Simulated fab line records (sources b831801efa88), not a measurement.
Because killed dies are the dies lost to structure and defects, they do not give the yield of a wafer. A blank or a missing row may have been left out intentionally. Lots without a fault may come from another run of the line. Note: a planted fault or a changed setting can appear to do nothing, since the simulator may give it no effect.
Which tool is to blame?    flow sky130    14 lots, 42 wafers sampled, at 4 steps of a route of 708

== WHAT EACH GAUGE READ, for each wafer ==
SKY_VIA3_OVL_MEAS_13. Usual: VIA3_OVL typically reads 2 nm, with standard deviation 5.1.
lot   measured      on          VIA3_OVL (nm)  flag
L751  day 39 12:40  overlay-02  3 -12 -4       
L752  day 39 19:37  overlay-01  2 6 12         
L753  day 39 22:46  overlay-01  4 2 0          
L756  day 41 20:22  overlay-01  3 -6 5         
L755  day 41 21:44  overlay-01  10 12 8        
L757  day 41 15:58  overlay-01  0 5 -3         
L766  day 43 22:35  overlay-01  -2 -5 1        
L767  day 44 04:44  overlay-01  4 1 13         
L768  day 44 11:14  overlay-01  13 8 5         
L769  day 44 17:50  overlay-02  2 -2 2         
L771  day 45 06:29  overlay-02  -4 3 5         
L772  day 45 22:08  overlay-02  -3 -3 -10      
L773  day 45 23:37  overlay-01  -7 7 -1        
L774  day 45 23:50  overlay-02  -5 -6 3        

SKY_PASSIVATION_THK_MEAS_03. Usual: PASSIVATION_CVD_02_THK typically reads 542 nm, with standard deviation 6.8.
lot   measured      on             PASSIVATION_CVD_02_THK (nm)  flag
L751  day 43 15:49  film metro-03  533 555 545                  
L752  day 43 23:13  film metro-04  543 553 539                  
L753  day 44 02:28  film metro-01  526 552 542                  
L756  day 45 20:17  film metro-01  534 547 546                  
L755  day 45 20:37  film metro-01  540 547 541                  
L757  day 45 16:49  film metro-01  547 553 547                  
L766  day 47 17:17  film metro-04  538 551 551                  
L767  day 47 22:37  film metro-04  544 537 554                  
L768  day 48 04:51  film metro-01  525 530 536                  
L769  day 48 09:06  film metro-04  547 549 547                  
L771  day 48 20:34  film metro-01  535 541 546                  
L772  day 49 09:02  film metro-03  539 541 541                  
L773  day 49 09:34  film metro-04  534 540 555                  
L774  day 49 12:43  film metro-03  529 541 540                  

== WHICH TOOL RAN EACH LOT (tool, then ch and the chambers of the sampled wafers, then the start) ==
lot   SKY_SONOS_ONO_CVD_02         SKY_METAL3_STRIP_19
L751  lpcvd-02 ch 1, day 11 14:04  plasma asher-02 ch 0,1, day 38 10:20
L752  lpcvd-02 ch 0, day 11 21:01  plasma asher-04 ch 0,1, day 38 18:04
L753  lpcvd-02 ch 0, day 11 21:01  plasma asher-02 ch 0,1, day 38 20:55
L756  lpcvd-02 ch 1, day 13 16:50  plasma asher-04 ch 0,1, day 40 19:51
L755  lpcvd-02 ch 0, day 13 19:05  plasma asher-03 ch 0,1, day 40 20:31
L757  lpcvd-02 ch 0, day 13 19:05  plasma asher-04 ch 0,1, day 40 15:14
L766  lpcvd-02 ch 1, day 16 11:44  plasma asher-03 ch 0,1, day 42 22:19
L767  lpcvd-02 ch 1, day 16 19:15  plasma asher-04 ch 0,1, day 43 05:25
L768  lpcvd-02 ch 1, day 17 05:41  plasma asher-02 ch 0,1, day 43 11:01
L769  lpcvd-02 ch 1, day 17 15:49  plasma asher-02 ch 0,1, day 43 18:26
L771  lpcvd-02 ch 1, day 18 02:05  plasma asher-04 ch 0,1, day 44 07:35
L772  lpcvd-02 ch 1, day 18 16:50  plasma asher-04 ch 0,1, day 44 23:34
L773  lpcvd-02 ch 1, day 18 22:12  plasma asher-04 ch 0,1, day 45 01:05
L774  lpcvd-02 ch 1, day 19 03:59  plasma asher-02 ch 0,1, day 45 01:53
- SKY_SONOS_ONO_CVD_02: deposits Si3N4 from DCS/NH3, target thk 10.5 nm, time 180 s.
- SKY_METAL3_STRIP_19: strips in O2/N2.

== AS READ BY THE TOOLS THEMSELVES (means over the sampled wafers that have a number; for cases with no such wafer, the mark the record gives instead) ==
SKY_METAL3_STRIP_19. Usual: drypump motor current A 5.5 A, standard deviation 0.34; oes product au 0.504 a.u., standard deviation 0.0051; strip time to endpoint s 6.59 s, standard deviation 0.064.
lot   tool             drypump motor current A (A)  oes product au (a.u.)  strip time to endpoint s (s)  flag
L751  plasma asher-02  5.2                          0.506                  6.57                          
L752  plasma asher-04  5.5                          0.505                  6.67                          
L753  plasma asher-02  5.4                          0.510                  6.68                          
L756  plasma asher-04  5.5                          0.504                  6.63                          
L755  plasma asher-03  5.9                          0.503                  6.53                          
L757  plasma asher-04  5.5                          0.501                  6.58                          
L766  plasma asher-03  5.8                          0.500                  6.51                          
L767  plasma asher-04  5.5                          0.506                  6.62                          
L768  plasma asher-02  5.2                          0.505                  6.56                          
L769  plasma asher-02  5.4                          0.505                  6.54                          
L771  plasma asher-04  5.6                          0.501                  6.59                          
L772  plasma asher-04  5.5                          0.503                  6.55                          
L773  plasma asher-04  5.5                          0.505                  6.56                          
L774  plasma asher-02  5.2                          0.500                  6.54                          

== THE ANSWER, worked out from the rows above alone ==
Rule: take the mean of a lot's wafers that have a number; if it is more than 3 standard deviations from the usual mean, the lot is off. Also off: a lot with no number at a reading for which 4 or more lots have one. Any other lot the step has rows for is counted as sound. Order of review: gauges by route order, followed by the tools' own readings, for which a lot's mean as printed above is used. The first step at which some lot is off is used, and at that step the reading that is off furthest; a lot without a number counts as furthest.
No lot is off on any of the readings shown, so nothing can be concluded from this.

== WHAT HAD BEEN PUT IN BY THE SIMULATOR ==
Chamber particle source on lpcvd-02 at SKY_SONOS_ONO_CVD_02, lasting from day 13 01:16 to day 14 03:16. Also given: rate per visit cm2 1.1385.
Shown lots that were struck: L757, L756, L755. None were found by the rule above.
